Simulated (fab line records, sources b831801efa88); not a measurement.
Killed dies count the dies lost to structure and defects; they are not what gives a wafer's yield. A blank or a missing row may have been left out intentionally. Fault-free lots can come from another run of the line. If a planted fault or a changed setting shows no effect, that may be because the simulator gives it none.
fab line records    flow sky130
record lots=24  wafers=72  last-day=50
route steps=708 shown VIA1@471 VIA2@531 CAPM@540 VIA3@589 CAP2M@607 PASSIVATION@683
lots untouched by any fault: they come from a run of this same line in which no faults occurred
start-h: hours from the record's first day to the start of the lot's first wafer shown    wait-h: hours elapsed since this lot's preceding step    " same as the row above    L1.1+2: a row that stands for several wafers    - value missing, or start not given    * or withheld: withheld    < > ~ a bound
route shown NAME@n: NAME is a module with steps in the file, n the number in the route of the first one    usual: average and standard deviation across the fault-free wafers    same: alike in all rows    chamber/n: place in a boat    sites: readings site by site    _std_site: their standard deviation    _edge_site: inner sites' mean taken away from outer sites' mean    radius-mm: for every site, how far away it sits from the centre of the wafer    mask NAME#n: copy n    behind: the tool/chamber that last shaped the wafer    hold: what put the lot on hold/how long, in hours/how the hold closed    device: which transistor (n, p or np) failed to switch    end of line: the same wafers' tests at the end of the route    a step with no rows: only its recipe    killed: at the first sort, the dies lost to defects and structure; wafer yield is something else    map: per-die view of a wafer (x killed, . not killed, _ where there is no die)
set.NAME: the setting the step ran with; set.NAME@STEP: the setting that earlier step ran with    model.NAME: the simulator's own value behind a step, which no gauge read
one table for each step of the route and one row for each wafer, over a sample of lots
services: when a tool's chamber went out of use (start-h, in hours from the record's first day, below 0 if earlier), for how many hours, and the reason
## steps
# step SKY_VIA1_OVL_MEAS_13
# usual VIA1_OVL=1/5.6
lot.wafer  tool        chamber  start-h  wait-h  VIA1_OVL[nm]
L074.1     overlay-02  -        786.49   0.1     9
L074.3     "           -        "        "       2
L074.6     "           -        "        "       9
L075.2     overlay-02  -        792.47   0.1     5
L075.3     "           -        "        "       -5
L075.6     "           -        "        "       6
L076.2     overlay-01  -        803.37   0.1     3
L076.4     "           -        "        "       -2
L076.6     "           -        "        "       -1
L077.2     overlay-02  -        816.15   0.1     1
L077.4     "           -        "        "       0
L077.6     "           -        "        "       6
L078.2     overlay-01  -        817.37   0.1     -3
L078.4     "           -        "        "       -4
L078.5     "           -        "        "       -4
L079.2     overlay-02  -        830.77   0.1     1
L079.3     "           -        "        "       -6
L079.6     "           -        "        "       3
L080.2     overlay-02  -        842.52   0.1     5
L080.5     "           -        "        "       -2
L080.6     "           -        "        "       6
L081.2     overlay-01  -        846.00   0.1     -8
L081.3     "           -        "        "       -3
L081.6     "           -        "        "       6
L082.1     overlay-02  -        852.87   0.1     5
L082.2     "           -        "        "       10
L082.3     "           -        "        "       13
L083.1     overlay-02  -        863.56   0.1     12
L083.2     "           -        "        "       1
L083.6     "           -        "        "       7
L084.1     overlay-02  -        868.94   0.1     7
L084.2     "           -        "        "       14
L084.3     "           -        "        "       0
L085.2     overlay-02  -        872.20   0.1     2
L085.3     "           -        "        "       0
L085.6     "           -        "        "       -2
L086.2     overlay-01  -        882.35   0.1     0
L086.4     "           -        "        "       -6
L086.6     "           -        "        "       -1
L087.3     overlay-02  -        892.52   0.1     6
L087.5     "           -        "        "       3
L087.6     "           -        "        "       4
L088.1     overlay-02  -        903.91   0.1     -2
L088.3     "           -        "        "       -3
L088.6     "           -        "        "       10
L089.1     overlay-02  -        912.87   0.1     -7
L089.3     "           -        "        "       -7
L089.5     "           -        "        "       -11
L090.3     overlay-01  -        921.47   0.1     0
L090.5     "           -        "        "       1
L090.6     "           -        "        "       3
L091.2     overlay-02  -        935.00   0.1     1
L091.3     "           -        "        "       0
L091.5     "           -        "        "       0
L092.2     overlay-02  -        936.50   0.1     4
L092.3     "           -        "        "       7
L092.6     "           -        "        "       2
L093.2     overlay-02  -        941.92   0.1     8
L093.5     "           -        "        "       12
L093.6     "           -        "        "       13
L094.1     overlay-02  -        944.11   0.1     4
L094.4     "           -        "        "       -4
L094.5     "           -        "        "       -1
L095.2     overlay-02  -        950.07   0.1     -1
L095.4     "           -        "        "       -2
L095.5     "           -        "        "       -2
L097.1     overlay-02  -        957.62   0.1     1
L097.3     "           -        "        "       3
L097.6     "           -        "        "       0
L096.1     overlay-02  -        960.01   0.1     -1
L096.5     "           -        "        "       -4
L096.6     "           -        "        "       0
# step SKY_VIA2_CMP_24
# recipe stop-on=SiO2  t-overpolish-s=20  down-force-psi=3.5  platen-rpm=60  target-thk-nm=0  pad-velocity-m-s=0.94248
# usual motor-current-A=10.9/0.89  overpolish-run-s=20.000/0.0076  slurry-flow-ml-min=150.0/0.49  time-to-endpoint-s=102/5.3
# same t-overpolish-s=20
lot.wafer  tool    chamber  start-h  wait-h  motor-current-A  overpolish-run-s  slurry-flow-ml-min  time-to-endpoint-s
L074.1     cmp-01  2        843.87   0.1     11.5             19.993            150.5               98
L074.3     "       0        "        "       10.6             19.995            150.1               107
L074.6     "       3        "        "       13.4             19.989            150.6               96
L075.2     cmp-02  2        849.47   0.0     10.7             20.006            149.1               107
L075.3     "       0        "        "       11.3             20.015            149.9               99
L075.6     "       2        "        "       9.8              20.006            149.7               108
L076.2     cmp-02  1        859.66   0.0     11.4             20.006            150.2               102
L076.4     "       3        "        "       10.0             20.004            151.0               100
L076.6     "       1        "        "       11.5             19.989            150.5               101
L077.4     cmp-02  3        872.66   0.1     9.8              20.011            151.0               99
L077.2     "       1        "        "       12.2             19.996            149.7               103
L077.6     "       2        "        "       10.1             20.014            150.8               110
L078.4     cmp-02  3        873.45   0.0     10.2             20.015            150.4               106
L078.2     "       0        "        "       10.7             19.997            149.7               101
L078.5     "       3        "        "       10.5             19.994            150.4               104
L079.2     cmp-01  2        886.29   0.1     11.8             19.997            149.7               101
L079.3     "       3        "        "       12.2             19.995            148.7               101
L079.6     "       3        "        "       12.8             20.002            150.5               98
L080.2     cmp-02  0        898.16   0.1     11.0             20.001            150.1               97
L080.5     "       2        "        "       10.6             20.007            149.9               105
L080.6     "       3        "        "       10.5             19.994            149.3               102
L081.3     cmp-02  1        901.07   0.1     12.2             19.998            149.5               106
L081.2     "       3        "        "       10.7             20.005            149.8               101
L081.6     "       1        "        "       10.9             19.989            149.7               103
L082.3     cmp-01  2        908.14   0.2     11.2             20.007            150.6               96
L082.1     "       3        "        "       11.7             19.992            149.6               98
L082.2     "       0        "        "       10.5             19.997            149.9               107
L083.2     cmp-01  0        917.57   0.0     10.8             20.000            150.7               107
L083.1     "       2        "        "       10.7             19.992            150.0               96
L083.6     "       0        "        "       10.7             19.999            150.6               107
L084.1     cmp-02  2        924.06   0.1     9.8              20.011            149.9               110
L084.2     "       0        "        "       11.6             20.006            149.4               96
L084.3     "       1        "        "       11.6             20.007            149.6               97
L085.3     cmp-02  3        927.29   0.0     10.5             19.997            150.9               99
L085.2     "       1        "        "       10.7             19.997            149.7               102
L085.6     "       0        "        "       11.2             20.006            150.6               96
L086.2     cmp-01  2        937.19   0.1     11.6             20.000            150.1               97
L086.4     "       3        "        "       12.1             19.991            150.5               94
L086.6     "       2        "        "       11.6             20.001            149.4               96
L087.3     cmp-02  3        946.13   0.1     10.4             19.992            149.8               101
L087.5     "       1        "        "       11.8             20.001            150.4               104
L087.6     "       2        "        "       10.0             19.988            150.2               113
L088.1     cmp-02  2        958.35   0.1     10.7             20.010            150.1               111
L088.3     "       0        "        "       11.3             19.999            150.1               105
L088.6     "       3        "        "       10.1             19.998            150.1               107
L089.3     cmp-02  3        966.38   0.0     10.6             19.993            149.9               101
L089.1     "       2        "        "       10.4             19.994            150.2               110
L089.5     "       0        "        "       11.5             20.003            150.7               101
L090.3     cmp-02  2        974.55   0.2     9.9              20.005            149.7               112
L090.6     "       3        "        "       9.8              20.003            148.6               101
L090.5     "       0        "        "       11.0             19.999            149.8               103
L091.3     cmp-01  1        987.60   0.1     9.3              20.012            149.7               94
L091.2     "       2        "        "       11.3             20.002            149.7               91
L091.5     "       2        "        "       10.9             20.001            149.6               93
L092.3     cmp-01  3        988.66   0.1     12.6             19.991            150.0               97
L092.2     "       2        "        "       11.1             19.986            150.8               97
L092.6     "       3        "        "       13.0             19.999            149.9               97
L093.2     cmp-02  2        994.89   0.1     10.1             19.997            149.6               112
L093.5     "       0        "        "       11.4             19.989            150.2               106
L093.6     "       1        "        "       11.7             19.988            149.6               108
L094.4     cmp-02  1        995.70   0.1     12.0             20.005            149.8               107
L094.1     "       2        "        "       10.4             20.003            149.5               112
L094.5     "       1        "        "       11.1             19.993            150.6               104
L095.4     cmp-01  0        1001.57  0.1     10.8             20.005            150.1               111
L095.2     "       2        "        "       11.2             20.007            149.8               98
L095.5     "       0        "        "       10.8             19.995            149.9               107
L097.1     cmp-01  1        1009.10  0.1     10.0             20.015            150.0               97
L097.3     "       2        "        "       11.4             19.993            151.0               98
L097.6     "       3        "        "       13.0             20.012            151.0               100
L096.1     cmp-02  3        1011.92  0.1     10.0             19.996            150.2               101
L096.6     "       1        "        "       12.0             20.014            149.5               107
L096.5     "       2        "        "       9.6              19.984            150.0               112
# step SKY_CAPM_RS_MEAS_03
# recipe thk-meas-gauge=four-point-probe  reads=TiN_of_CAPM_SPUTTER_02
# usual CAPM_TIN_RS=6.95/0.08
lot.wafer  tool           chamber  start-h  wait-h  CAPM_TIN_RS[ohm/sq]
L074.1     film-metro-03  -        844.52   0.1     6.75
L074.3     "              -        "        "       6.90
L074.6     "              -        "        "       6.84
L075.2     film-metro-02  -        850.14   0.1     6.99
L075.3     "              -        "        "       7.08
L075.6     "              -        "        "       7.01
L076.2     film-metro-03  -        860.33   0.1     6.92
L076.4     "              -        "        "       7.10
L076.6     "              -        "        "       7.02
L077.2     film-metro-02  -        873.28   0.1     6.98
L077.4     "              -        "        "       6.89
L077.6     "              -        "        "       6.97
L078.2     film-metro-03  -        874.12   0.1     6.90
L078.4     "              -        "        "       6.93
L078.5     "              -        "        "       6.86
L079.2     film-metro-03  -        886.97   0.1     6.98
L079.3     "              -        "        "       6.94
L079.6     "              -        "        "       6.96
L080.2     film-metro-03  -        898.73   0.1     6.93
L080.5     "              -        "        "       6.89
L080.6     "              -        "        "       6.86
L081.2     film-metro-02  -        901.69   0.1     6.98
L081.3     "              -        "        "       6.94
L081.6     "              -        "        "       6.96
L082.1     film-metro-04  -        908.81   0.1     7.00
L082.2     "              -        "        "       6.89
L082.3     "              -        "        "       6.89
L083.1     film-metro-03  -        918.22   0.1     6.94
L083.2     "              -        "        "       6.92
L083.6     "              -        "        "       6.92
L084.1     film-metro-04  -        924.70   0.1     6.93
L084.2     "              -        "        "       6.97
L084.3     "              -        "        "       6.95
L085.2     film-metro-03  -        927.95   0.1     6.88
L085.3     "              -        "        "       6.89
L085.6     "              -        "        "       6.95
L086.2     film-metro-04  -        937.80   0.1     7.03
L086.4     "              -        "        "       6.97
L086.6     "              -        "        "       6.99
L087.3     film-metro-03  -        946.71   0.1     7.07
L087.5     "              -        "        "       6.98
L087.6     "              -        "        "       7.03
L088.1     film-metro-02  -        958.99   0.1     7.03
L088.3     "              -        "        "       6.93
L088.6     "              -        "        "       7.03
L089.1     film-metro-02  -        967.02   0.1     6.96
L089.3     "              -        "        "       6.90
L089.5     "              -        "        "       6.95
L090.3     film-metro-03  -        975.08   0.1     7.13
L090.5     "              -        "        "       7.01
L090.6     "              -        "        "       7.09
L091.2     film-metro-02  -        988.27   0.1     6.88
L091.3     "              -        "        "       6.93
L091.5     "              -        "        "       6.90
L092.2     film-metro-02  -        989.33   0.1     6.81
L092.3     "              -        "        "       6.85
L092.6     "              -        "        "       6.84
L093.2     film-metro-04  -        995.46   0.1     6.95
L093.5     "              -        "        "       6.90
L093.6     "              -        "        "       6.79
L094.1     film-metro-02  -        996.40   0.1     6.89
L094.4     "              -        "        "       6.92
L094.5     "              -        "        "       6.89
L095.2     film-metro-02  -        1002.19  0.1     7.05
L095.4     "              -        "        "       7.16
L095.5     "              -        "        "       7.03
L097.1     film-metro-02  -        1009.64  0.1     6.87
L097.3     "              -        "        "       6.88
L097.6     "              -        "        "       6.91
L096.1     film-metro-02  -        1012.46  0.1     6.94
L096.5     "              -        "        "       6.98
L096.6     "              -        "        "       7.05
# step SKY_VIA3_STRIP_16
# recipe chemistry=O2/N2  power-w=1400  pressure-mtorr=1500  platen-temp-c=withheld  o2-flow-sccm=3000  n2-flow-sccm=300  overash-fraction=0.5
# usual drypump-motor-current-A=5.6/0.41  oes-product-au=0.402/0.0049  strip-time-to-endpoint-s=4.12/0.036
# same overash-fraction=0.5
lot.wafer  tool             chamber  start-h  wait-h  drypump-motor-current-A  oes-product-au  rf-hours-counter-h  strip-time-to-endpoint-s
L074.1     plasma-asher-01  0        923.40   0.0     6.1                      0.404           80                  4.13
L074.3     "                0        "        "       6.1                      0.401           -                   4.06
L074.6     "                1        "        "       5.5                      0.398           -                   4.11
L075.2     plasma-asher-03  0        929.88   0.0     6.0                      0.402           18                  4.10
L075.3     "                0        "        "       6.0                      0.393           -                   4.10
L075.6     "                1        "        "       5.4                      0.401           -                   4.17
L076.2     plasma-asher-03  1        938.70   0.0     5.4                      0.404           19                  4.15
L076.4     "                0        "        "       6.0                      0.401           -                   4.09
L076.6     "                1        "        "       5.4                      0.409           -                   4.14
L077.2     plasma-asher-03  1        949.85   0.0     5.4                      0.396           20                  4.16
L077.4     "                0        "        "       6.0                      0.396           -                   4.11
L077.6     "                1        "        "       5.4                      0.411           -                   4.15
L078.2     plasma-asher-03  0        951.03   0.0     6.0                      0.401           20                  4.10
L078.4     "                1        "        "       5.4                      0.403           -                   4.06
L078.5     "                1        "        "       5.4                      0.409           -                   4.16
L079.2     plasma-asher-03  0        963.58   0.0     6.0                      0.396           21                  4.11
L079.3     "                0        "        "       6.0                      0.398           -                   4.16
L079.6     "                0        "        "       6.0                      0.402           -                   4.11
L080.2     plasma-asher-03  0        974.73   0.0     6.0                      0.398           22                  4.12
L080.5     "                1        "        "       5.4                      0.411           -                   4.10
L080.6     "                0        "        "       6.0                      0.405           -                   4.11
L081.2     plasma-asher-03  1        977.33   0.0     5.4                      0.399           23                  4.15
L081.3     "                1        "        "       5.4                      0.401           -                   4.15
L081.6     "                1        "        "       5.5                      0.404           -                   4.12
L082.1     plasma-asher-01  1        984.78   0.0     5.6                      0.396           86                  4.07
L082.2     "                0        "        "       6.1                      0.413           86                  4.09
L082.3     "                0        "        "       6.1                      0.396           -                   4.12
L083.1     plasma-asher-01  0        993.38   0.0     6.1                      0.408           87                  4.18
L083.2     "                1        "        "       5.5                      0.408           87                  4.16
L083.6     "                0        "        "       6.1                      0.400           -                   4.13
L084.1     plasma-asher-02  1        999.63   0.0     4.8                      0.413           117                 4.19
L084.2     "                0        "        "       5.7                      0.398           117                 4.11
L084.3     "                0        "        "       5.8                      0.399           -                   4.14
L085.2     plasma-asher-01  1        1001.65  0.0     5.6                      0.405           88                  4.13
L085.3     "                0        "        "       6.1                      0.393           -                   4.12
L085.6     "                0        "        "       6.1                      0.398           -                   4.07
L086.2     plasma-asher-02  1        1011.03  0.0     4.8                      0.397           118                 4.10
L086.4     "                0        "        "       5.7                      0.402           -                   4.14
L086.6     "                1        "        "       4.8                      0.399           -                   4.08
L087.3     plasma-asher-03  1        1020.58  0.1     5.4                      0.406           -                   4.16
L087.5     "                1        "        "       5.4                      0.402           -                   4.13
L087.6     "                0        "        "       6.0                      0.393           -                   4.13
L088.1     plasma-asher-03  1        1031.00  0.0     5.4                      0.404           28                  4.11
L088.3     "                0        "        "       6.0                      0.405           -                   4.17
L088.6     "                1        "        "       5.4                      0.405           -                   4.07
L089.1     plasma-asher-02  0        1038.60  0.0     5.8                      0.395           121                 4.08
L089.3     "                1        "        "       4.8                      0.403           -                   4.08
L089.5     "                0        "        "       5.8                      0.403           -                   4.13
L090.3     plasma-asher-02  1        1045.23  0.1     4.8                      0.400           -                   4.10
L090.5     "                1        "        "       4.8                      0.399           -                   4.15
L090.6     "                0        "        "       5.8                      0.396           -                   4.09
L091.2     plasma-asher-01  1        1058.33  0.0     5.6                      0.404           94                  4.09
L091.3     "                0        "        "       6.1                      0.400           -                   4.17
L091.5     "                1        "        "       5.6                      0.402           -                   4.10
L092.2     plasma-asher-03  1        1059.33  0.0     5.4                      0.396           30                  4.11
L092.3     "                1        "        "       5.4                      0.396           -                   4.11
L092.6     "                0        "        "       6.0                      0.406           -                   4.14
L093.2     plasma-asher-02  0        1065.03  0.0     5.8                      0.399           0                   4.16
L093.5     "                0        "        "       5.7                      0.395           -                   4.09
L093.6     "                1        "        "       4.8                      0.402           -                   4.06
L094.1     plasma-asher-02  1        1065.48  0.0     4.8                      0.409           0                   4.13
L094.4     "                0        "        "       5.8                      0.410           -                   4.11
L094.5     "                1        "        "       4.8                      0.404           -                   4.04
L095.2     plasma-asher-03  0        1071.48  0.0     6.0                      0.412           32                  4.13
L095.4     "                0        "        "       6.0                      0.404           -                   4.17
L095.5     "                1        "        "       5.4                      0.404           -                   4.06
L097.1     plasma-asher-03  1        1077.13  0.0     5.4                      0.406           32                  4.08
L097.3     "                0        "        "       6.0                      0.407           -                   4.18
L097.6     "                1        "        "       5.4                      0.400           -                   4.19
L096.1     plasma-asher-02  1        1079.28  0.0     4.8                      0.410           2                   4.13
L096.5     "                1        "        "       4.8                      0.396           -                   4.15
L096.6     "                0        "        "       5.8                      0.401           -                   4.07
# step SKY_CAP2M_THK_MEAS_04
# recipe thk-meas-gauge=xrf  reads=TiN_of_CAP2M_SPUTTER_02
# usual CAP2M_TIN_THK=203.1/2.4
lot.wafer  tool           chamber  start-h  wait-h  CAP2M_TIN_THK[nm]
L074.1     film-metro-01  -        925.16   0.1     202.2
L074.3     "              -        "        "       206.1
L074.6     "              -        "        "       203.0
L075.2     film-metro-01  -        931.66   0.1     203.6
L075.3     "              -        "        "       201.4
L075.6     "              -        "        "       202.1
L076.2     film-metro-02  -        940.65   0.1     205.8
L076.4     "              -        "        "       204.9
L076.6     "              -        "        "       204.5
L077.2     film-metro-01  -        951.58   0.1     206.5
L077.4     "              -        "        "       208.2
L077.6     "              -        "        "       209.1
L078.2     film-metro-04  -        952.76   0.1     202.7
L078.4     "              -        "        "       205.6
L078.5     "              -        "        "       204.7
L079.2     film-metro-02  -        965.33   0.1     201.2
L079.3     "              -        "        "       203.4
L079.6     "              -        "        "       201.9
L080.2     film-metro-04  -        976.46   0.1     203.2
L080.5     "              -        "        "       202.4
L080.6     "              -        "        "       200.9
L081.2     film-metro-02  -        979.06   0.1     206.9
L081.3     "              -        "        "       208.0
L081.6     "              -        "        "       207.6
L082.1     film-metro-02  -        986.50   0.1     202.4
L082.2     "              -        "        "       203.4
L082.3     "              -        "        "       204.1
L083.1     film-metro-01  -        995.10   0.1     200.7
L083.2     "              -        "        "       203.1
L083.6     "              -        "        "       203.4
L084.1     film-metro-04  -        1001.35  0.1     202.6
L084.2     "              -        "        "       200.7
L084.3     "              -        "        "       200.7
L085.2     film-metro-02  -        1003.63  0.1     201.3
L085.3     "              -        "        "       200.2
L085.6     "              -        "        "       202.5
L086.2     film-metro-01  -        1012.89  0.1     202.3
L086.4     "              -        "        "       202.4
L086.6     "              -        "        "       202.9
L087.3     film-metro-04  -        1022.29  0.1     203.7
L087.5     "              -        "        "       205.8
L087.6     "              -        "        "       204.0
L088.1     film-metro-04  -        1032.72  0.1     202.2
L088.3     "              -        "        "       200.0
L088.6     "              -        "        "       200.3
L089.1     film-metro-01  -        1040.32  0.1     206.3
L089.3     "              -        "        "       206.7
L089.5     "              -        "        "       207.1
L090.3     film-metro-02  -        1046.96  0.1     201.3
L090.5     "              -        "        "       202.2
L090.6     "              -        "        "       200.3
L091.2     film-metro-02  -        1060.17  0.1     201.0
L091.3     "              -        "        "       199.1
L091.5     "              -        "        "       199.7
L092.2     film-metro-01  -        1061.48  0.1     204.2
L092.3     "              -        "        "       202.6
L092.6     "              -        "        "       205.7
L093.2     film-metro-01  -        1066.81  0.1     205.8
L093.5     "              -        "        "       206.8
L093.6     "              -        "        "       202.8
L094.1     film-metro-02  -        1067.40  0.1     199.3
L094.4     "              -        "        "       198.2
L094.5     "              -        "        "       199.0
L095.2     film-metro-04  -        1073.67  0.1     201.2
L095.4     "              -        "        "       202.2
L095.5     "              -        "        "       203.8
L097.1     film-metro-04  -        1078.95  0.1     201.8
L097.3     "              -        "        "       202.6
L097.6     "              -        "        "       201.2
L096.1     film-metro-02  -        1081.47  0.1     204.4
L096.5     "              -        "        "       200.5
L096.6     "              -        "        "       198.6
# step SKY_PASSIVATION_CVD_02
# recipe material=Si3N4  target-thk-nm=540  temp-c=400  time-s=withheld  rf-w=450
# usual heater-power-w=831/170
lot.wafer  tool      chamber  start-h  wait-h  heater-power-w
L074.1     pecvd-03  1        1023.71  0.1     1065
L074.3     "         2        "        "       664
L074.6     "         1        "        "       1084
L075.2     pecvd-03  2        1031.00  0.0     667
L075.3     "         0        "        "       851
L075.6     "         1        "        "       1108
L076.2     pecvd-03  2        1039.82  0.0     763
L076.4     "         2        "        "       787
L076.6     "         0        "        "       850
L077.2     pecvd-03  1        1047.32  0.0     1057
L077.4     "         2        "        "       752
L077.6     "         0        "        "       899
L078.2     pecvd-04  2        1049.68  0.0     678
L078.4     "         2        "        "       700
L078.5     "         1        "        "       630
L079.2     pecvd-02  2        1061.47  0.0     1150
L079.3     "         1        "        "       767
L079.6     "         2        "        "       1153
L080.2     pecvd-03  2        1070.71  0.0     743
L080.5     "         1        "        "       926
L080.6     "         2        "        "       770
L081.2     pecvd-03  0        1073.50  0.0     836
L081.3     "         1        "        "       1136
L081.6     "         0        "        "       866
L082.1     pecvd-02  0        1078.57  0.1     752
L082.2     "         2        "        "       1022
L082.3     "         1        "        "       718
L083.1     pecvd-03  0        1086.18  0.1     841
L083.2     "         2        "        "       759
L083.6     "         1        "        "       1081
L084.1     pecvd-04  1        1092.80  0.1     589
L084.2     "         0        "        "       620
L084.3     "         2        "        "       649
L085.2     pecvd-03  0        1094.67  0.0     849
L085.3     "         2        "        "       765
L085.6     "         0        "        "       903
L086.2     pecvd-04  0        1103.12  0.0     660
L086.4     "         0        "        "       682
L086.6     "         1        "        "       690
L087.3     pecvd-02  2        1111.07  0.0     1148
L087.5     "         0        "        "       928
L087.6     "         2        "        "       926
L088.1     pecvd-02  2        1121.52  0.1     1081
L088.3     "         1        "        "       769
L088.6     "         0        "        "       909
L089.1     pecvd-03  0        1126.28  0.1     778
L089.3     "         1        "        "       1112
L089.5     "         2        "        "       633
L090.3     pecvd-02  2        1134.51  0.0     1017
L090.5     "         0        "        "       752
L090.6     "         1        "        "       627
L091.2     pecvd-02  1        1144.38  0.0     780
L091.3     "         2        "        "       1114
L091.5     "         1        "        "       674
L092.2     pecvd-04  2        1145.76  0.0     636
L092.3     "         1        "        "       623
L092.6     "         1        "        "       648
L093.2     pecvd-02  2        1149.06  0.0     984
L093.5     "         2        "        "       1046
L093.6     "         0        "        "       774
L094.1     pecvd-02  2        1150.51  0.1     1139
L094.4     "         0        "        "       767
L094.5     "         2        "        "       1162
L095.2     pecvd-03  2        1155.96  0.0     792
L095.4     "         1        "        "       1129
L095.5     "         0        "        "       729
L097.1     pecvd-04  0        1160.88  0.1     675
L097.3     "         1        "        "       649
L097.6     "         1        "        "       665
L096.1     pecvd-02  1        1162.35  0.1     701
L096.5     "         2        "        "       1091
L096.6     "         1        "        "       721
## services
tool             chamber  start-h  hours  kind
cmp-01           -        827.37   4.3    pm
cmp-01           -        835.05   2.0    repair
cmp-01           -        866.99   0.9    repair
pecvd-02         2        904.26   6.9    repair
pecvd-03         -        907.96   14.6   pm
cmp-01           -        912.00   4.0    pm
cmp-02           -        935.41   8.7    pm
cmp-01           -        964.35   4.0    repair
plasma-asher-03  -        1003.45  2.8    pm
pecvd-04         2        1008.41  14.3   repair
cmp-01           -        1012.92  0.3    repair
cmp-01           -        1017.57  5.0    pm
cmp-01           -        1033.11  0.6    repair
cmp-02           -        1034.12  1.6    repair
plasma-asher-03  -        1035.15  7.0    repair
plasma-asher-02  -        1055.25  9.0    pm
cmp-02           -        1066.20  1.7    repair
cmp-02           -        1074.51  2.5    repair
cmp-02           -        1084.47  4.0    pm
cmp-02           -        1126.36  5.5    pm
pecvd-02         0        1142.55  4.3    repair
pecvd-03         -        1143.52  1.4    repair
cmp-02           -        1150.90  2.0    repair
cmp-01           -        1155.42  0.9    repair
## key
fault none
